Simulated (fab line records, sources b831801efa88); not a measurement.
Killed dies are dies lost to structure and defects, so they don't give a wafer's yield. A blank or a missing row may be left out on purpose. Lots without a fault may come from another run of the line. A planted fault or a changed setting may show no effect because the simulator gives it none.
Which tool did it? | flow gf180mcu | 14 lots, 42 wafers sampled, at 5 steps of a route of 602

WHAT THE GAUGES READ, wafer by wafer
GF_POLY_GATE_THK_MEAS_01. Usual: POLY_GATE_CVD_00_THK 200.4 nm, standard deviation 1.9.
lot  | measured     | on            | POLY_GATE_CVD_00_THK (nm) | flag
L335 | day 8 12:33  | film_metro-01 | 200.8 201.9 200.8         |
L336 | day 8 14:34  | film_metro-03 | 200.8 201.9 201.2         |
L337 | day 9 04:12  | film_metro-03 | 196.7 196.5 196.1         |
L339 | day 9 21:46  | film_metro-04 | 199.7 202.0 200.3         |
L341 | day 10 09:38 | film_metro-04 | 204.3 204.1 203.1         |
L343 | day 10 23:26 | film_metro-04 | 199.7 200.8 200.8         |
L342 | day 11 00:59 | film_metro-03 | 198.0 197.1 197.9         |
L346 | day 11 16:49 | film_metro-03 | 200.1 199.9 198.1         |
L347 | day 11 22:14 | film_metro-04 | 200.9 201.5 201.0         |
L349 | day 12 17:24 | film_metro-03 | 219.4 218.9 220.6         | OFF
L350 | day 13 02:38 | film_metro-04 | 217.4 217.2 216.9         | OFF
L352 | day 13 12:25 | film_metro-03 | 223.3 222.2 223.9         | OFF
L354 | day 14 01:17 | film_metro-03 | 201.5 199.3 201.4         |
L357 | day 14 20:55 | film_metro-01 | 202.7 202.3 202.7         |

GF_V3_THK_MEAS_25: measures by xrf. Usual: V3_W_THK 361 nm, standard deviation 6.9.
lot  | measured     | on            | V3_W_THK (nm) | flag
L335 | day 22 07:28 | film_metro-01 | 357 356 360   |
L336 | day 22 10:55 | film_metro-04 | 363 357 366   |
L337 | day 23 05:43 | film_metro-04 | 361 365 368   |
L339 | day 24 01:23 | film_metro-01 | 359 360 355   |
L341 | day 24 19:05 | film_metro-01 | 353 351 357   |
L343 | day 25 09:40 | film_metro-04 | 368 370 368   |
L342 | day 25 15:53 | film_metro-01 | 349 358 364   |
L346 | day 26 07:42 | film_metro-01 | 358 350 355   |
L347 | day 26 16:13 | film_metro-04 | 358 360 360   |
L349 | day 27 13:37 | film_metro-01 | 362 360 355   |
L350 | day 27 17:31 | film_metro-02 | 372 365 362   |
L352 | day 28 10:26 | film_metro-02 | 382 374 383   |
L354 | day 28 17:41 | film_metro-04 | 362 361 373   |
L357 | day 29 13:17 | film_metro-02 | 374 368 367   |

GF_M4_OVL_MEAS_15. Usual: M4_OVL 3 nm, standard deviation 5.1.
lot  | measured     | on         | M4_OVL (nm) | flag
L335 | day 23 06:36 | overlay-02 | -1 3 3      |
L336 | day 23 10:58 | overlay-02 | 9 -5 2      |
L337 | day 24 04:08 | overlay-01 | 4 3 0       |
L339 | day 25 00:08 | overlay-02 | 10 15 5     |
L341 | day 25 17:29 | overlay-02 | 5 2 4       |
L343 | day 26 07:52 | overlay-01 | 6 5 3       |
L342 | day 26 13:34 | overlay-01 | -2 -3 5     |
L346 | day 27 03:56 | overlay-01 | -7 -5 -1    |
L347 | day 27 12:37 | overlay-02 | -3 -4 -1    |
L349 | day 28 10:14 | overlay-01 | 3 0 10      |
L350 | day 28 13:59 | overlay-01 | -1 3 5      |
L352 | day 29 06:55 | overlay-02 | -4 -4 -3    |
L354 | day 29 12:59 | overlay-02 | 12 10 3     |
L357 | day 30 08:47 | overlay-01 | 2 5 -2      |

GF_V5_RS_MEAS_24: measures by four-point-probe. Usual: V5_W_RS 0.326 ohm/sq, standard deviation 0.0043.
lot  | measured     | on            | V5_W_RS (ohm/sq)  | flag
L335 | day 27 02:36 | film_metro-01 | 0.329 0.339 0.335 |
L336 | day 27 08:41 | film_metro-01 | 0.324 0.324 0.330 |
L337 | day 27 21:31 | film_metro-01 | 0.322 0.325 0.330 |
L339 | day 28 16:25 | film_metro-01 | 0.327 0.327 0.333 |
L341 | day 29 07:35 | film_metro-01 | 0.321 0.321 0.329 |
L343 | day 29 21:20 | film_metro-02 | 0.325 0.331 0.327 |
L342 | day 30 00:27 | film_metro-01 | 0.329 0.323 0.327 |
L346 | day 30 13:44 | film_metro-01 | 0.329 0.323 0.324 |
L347 | day 30 23:10 | film_metro-04 | 0.327 0.328 0.327 |
L349 | day 31 18:11 | film_metro-04 | 0.328 0.325 0.327 |
L350 | day 31 21:36 | film_metro-02 | 0.330 0.326 0.331 |
L352 | day 32 12:31 | film_metro-02 | 0.323 0.321 0.324 |
L354 | day 32 18:58 | film_metro-02 | 0.325 0.330 0.326 |
L357 | day 33 11:07 | film_metro-01 | 0.319 0.320 0.317 |

WHICH TOOL RAN EACH LOT (tool, then ch and the chambers of the sampled wafers, then the start)
lot  | GF_POLY_GATE_CVD_00
L335 | lpcvd-02 ch 1, day 8 11:12
L336 | lpcvd-02 ch 0, day 8 13:14
L337 | lpcvd-02 ch 0, day 9 02:52
L339 | lpcvd-02 ch 0, day 9 20:26
L341 | lpcvd-01 ch 1, day 10 08:17
L343 | lpcvd-01 ch 0, day 10 22:05
L342 | lpcvd-02 ch 1, day 10 23:38
L346 | lpcvd-02 ch 0, day 11 15:29
L347 | lpcvd-01 ch 0, day 11 20:53
L349 | lpcvd-02 ch 1, day 12 16:04
L350 | lpcvd-02 ch 1, day 13 00:38
L352 | lpcvd-02 ch 1, day 13 10:25
L354 | lpcvd-01 ch 1, day 13 23:57
L357 | lpcvd-01 ch 1, day 14 19:35
- GF_POLY_GATE_CVD_00: deposits poly-Si, target thk 200 nm, time 1200 s.

WHAT THE TOOLS THEMSELVES READ (means of the sampled wafers that have a number; where no wafer has one, the mark that the record gives instead)
GF_POLY_GATE_CVD_00. Usual: pressure_mtorr 200.0 mTorr, standard deviation 0.41; spike_tc_lower_C 621.3 C, standard deviation 1.4.
lot  | tool     | pressure_mtorr (mTorr) | spike_tc_lower_C (C) | flag
L335 | lpcvd-02 | 199.7                  | 620.6                |
L336 | lpcvd-02 | 199.8                  | 622.2                |
L337 | lpcvd-02 | 200.2                  | 621.3                |
L339 | lpcvd-02 | 199.8                  | 622.7                |
L341 | lpcvd-01 | 199.8                  | 621.6                |
L343 | lpcvd-01 | 199.7                  | 618.9                |
L342 | lpcvd-02 | 199.4                  | 620.4                |
L346 | lpcvd-02 | 199.6                  | 621.4                |
L347 | lpcvd-01 | 200.1                  | 619.7                |
L349 | lpcvd-02 | 240.4                  | 620.3                | OFF
L350 | lpcvd-02 | 240.0                  | 619.7                | OFF
L352 | lpcvd-02 | 239.9                  | 619.8                | OFF
L354 | lpcvd-01 | 200.0                  | 622.2                |
L357 | lpcvd-01 | 200.4                  | 623.4                |

THE ANSWER, worked out from the rows above alone
Rule: a lot is off if the mean of its wafers that have a number lies more than 3 standard deviations from the usual mean. A lot without any number at a reading at which 4 lots or more have one is off too. The other lots that the step has rows for count as sound. The gauges are gone through in route order, then the tools' own readings, and for those a lot's mean is taken as printed above. The first step at which some lot is off is used, and at that step the reading that is off furthest; a lot without a number counts as furthest.
Off: L349, L350, L352, at GF_POLY_GATE_THK_MEAS_01 (POLY_GATE_CVD_00_THK).
A tool fits if, at a process step before that reading, it ran every lot that is off, and no sound lot after the first of them. The gauges at GF_POLY_GATE_THK_MEAS_01 aren't tried: what is off there is off at GF_POLY_GATE_CVD_00 too, on other tools, and a gauge's error can't cause that. One fits: lpcvd-02 at GF_POLY_GATE_CVD_00. Its last sound lot is L346 (day 11 15:29), its first lot that is off L349 (day 12 16:04): a fault that began between those two fits.
The tool's own readings at GF_POLY_GATE_CVD_00 bear it out: on the lots that are off they differ by more than 5 times the standard deviation of the sound lots' means. pressure_mtorr reads 240.1 mTorr there against 199.9 mTorr on the sound lots.

WHAT THE SIMULATOR HAD PUT IN
Process parameter drift: lpcvd-02, from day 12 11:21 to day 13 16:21, at GF_POLY_GATE_CVD_00. Setting pressure_mtorr, moved by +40, from 200. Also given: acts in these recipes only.
Lots struck among those shown: L349, L350, L352. The rule above found the same.
